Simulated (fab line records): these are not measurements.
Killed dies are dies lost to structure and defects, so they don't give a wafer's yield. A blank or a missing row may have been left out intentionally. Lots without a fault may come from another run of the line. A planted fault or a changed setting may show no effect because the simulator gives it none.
A struck lot beside a sound one -- flow gf180mcu -- 18 steps out of a route of 602
Sound: the wafers L836.2, L836.4, L836.5. The struck wafers were L834.1, L834.2, L834.5. At the end, the cause is stated.
Each step with rows lists, per side, the tool, then ch with its chambers, then its first start. Under that, the readings that differ: sound wafers -- struck wafers -- difference of the means -- sigmas: that difference in standard deviations of wafers without a fault.
alike: words and numbers the same on both sides, and readings whose means are apart by under 2 such deviations; not compared: readings that were withheld, readings missing a value for some wafer, numbers with overlapping values and no deviation given by the record, and bounds like >300 which may hide the same value.
Wherever a step has rows on one side only, a row that says differs or no value, or a row with sigmas, the two part there. Non-overlapping numbers with no deviation appear without sigmas and do not part them. A reading that every wafer of one side lacks parts them only if that side has two wafers or more.

first, 7 steps without rows for these wafers: GF_VT_IMPLANT_DEHYDRATE_33 (time 60 s); GF_VT_IMPLANT_HMDS_34 (prime time 60 s); GF_VT_IMPLANT_COAT_35 (resist thk 1000 nm); GF_VT_IMPLANT_SOFTBAKE_36 (time 60 s); GF_VT_IMPLANT_EXPOSE_37 (exposes mask Nwell HV AREA, target cd 860 nm); GF_VT_IMPLANT_PEB_38; GF_VT_IMPLANT_DEVELOP_39 (develop time 60 s).
GF_VT_IMPLANT_OVL_MEAS_40:
  sound on overlay-01 at day 11 20:58; struck on overlay-02 at day 11 05:32
  alike: VT_IMPLANT_03_OVL
then, 1 step without rows for these wafers: GF_VT_IMPLANT_IMPLANT_41.
GF_VT_IMPLANT_STRIP_42: strips in O2/N2.
  sound on plasmaAsher-04 ch 0,1, day 11 21:09; struck on plasmaAsher-03 ch 0,1, day 11 05:43
reading,sound,struck,difference,sigmas
drypumpMotorCurrentA (A),5.2 5.6 5.2,6.6 6.6 6.6,+1.3,+2
  alike: chamberPressureMTorr, heaterPowerW, o2FlowSccm, oesProductAu, stripTimeToEndpointS
  not compared: rfHoursCounterH
GF_VT_IMPLANT_TW_MEAS_43:
  sound on filmMetro-01 at day 11 21:16; struck on filmMetro-01 at day 11 05:49
  alike: VT_IMPLANT_4_TW
then, 1 step without rows for these wafers: GF_VT_IMPLANT_CLEAN_44 (cleans in SC1/SC2, time 150 s).
GF_VT_IMPLANT_RTA_45: time 30 s.
  struck on rtpAnneal-02, day 11 05:56; sound on rtpAnneal-02 ch 0, day 11 21:23
  no value came back on the struck wafers for annealTempCMax, chamberO2Ppm, lampPowerPct (%), wafer_temp_C_max; on the sound wafers annealTempCMax reads 1055.0 1056.0 1055.8
GF_VT_IMPLANT_RS_MEAS_46: measurement is done with a four-point probe.
  sound on filmMetro-04 at day 11 21:29; struck on filmMetro-03 at day 11 06:02
reading,sound,struck,difference,sigmas
MVSD_RS (ohm/sq),457.3 458.4 457.7,133.1 133.1 132.7,-324.8,-99 or more
GF_VT_IMPLANT_RS_MEAS_47: measurement is done with a four-point probe.
  sound on filmMetro-04 at day 11 21:36; struck on filmMetro-03 at day 11 06:09
reading,sound,struck,difference,sigmas
NWELL_RS (ohm/sq),488.8 489.1 487.7,133.2 133.2 133.2,-355.3,-99 or more
GF_VT_IMPLANT_RS_MEAS_48: measurement is done with a four-point probe.
  sound on filmMetro-04 at day 11 21:43; struck on filmMetro-03 at day 11 06:16
reading,sound,struck,difference,sigmas
LVPWELL_RS (ohm/sq),1198.4 1199.7 1197.4,133.1 132.9 132.9,-1065.5,-99 or more
GF_VT_IMPLANT_RS_MEAS_49: measurement is done with a four-point probe.
  sound on filmMetro-04 at day 11 21:50; struck on filmMetro-03 at day 11 06:23
reading,sound,struck,difference,sigmas
MVPSD_RS (ohm/sq),1167.5 1165.8 1165.4,133.2 132.9 132.9,-1033.2,-99 or more
then, 1 step without rows for these wafers: GF_VT_IMPLANT_WET_ETCH_50 (etches SiO2 in dHF, target depth 20 nm, time 400 s).

== WHERE THEY PART ==
At GF_VT_IMPLANT_STRIP_42 first; at GF_VT_IMPLANT_RS_MEAS_49 last (within this record only).

WHY: whatever the simulator had introduced
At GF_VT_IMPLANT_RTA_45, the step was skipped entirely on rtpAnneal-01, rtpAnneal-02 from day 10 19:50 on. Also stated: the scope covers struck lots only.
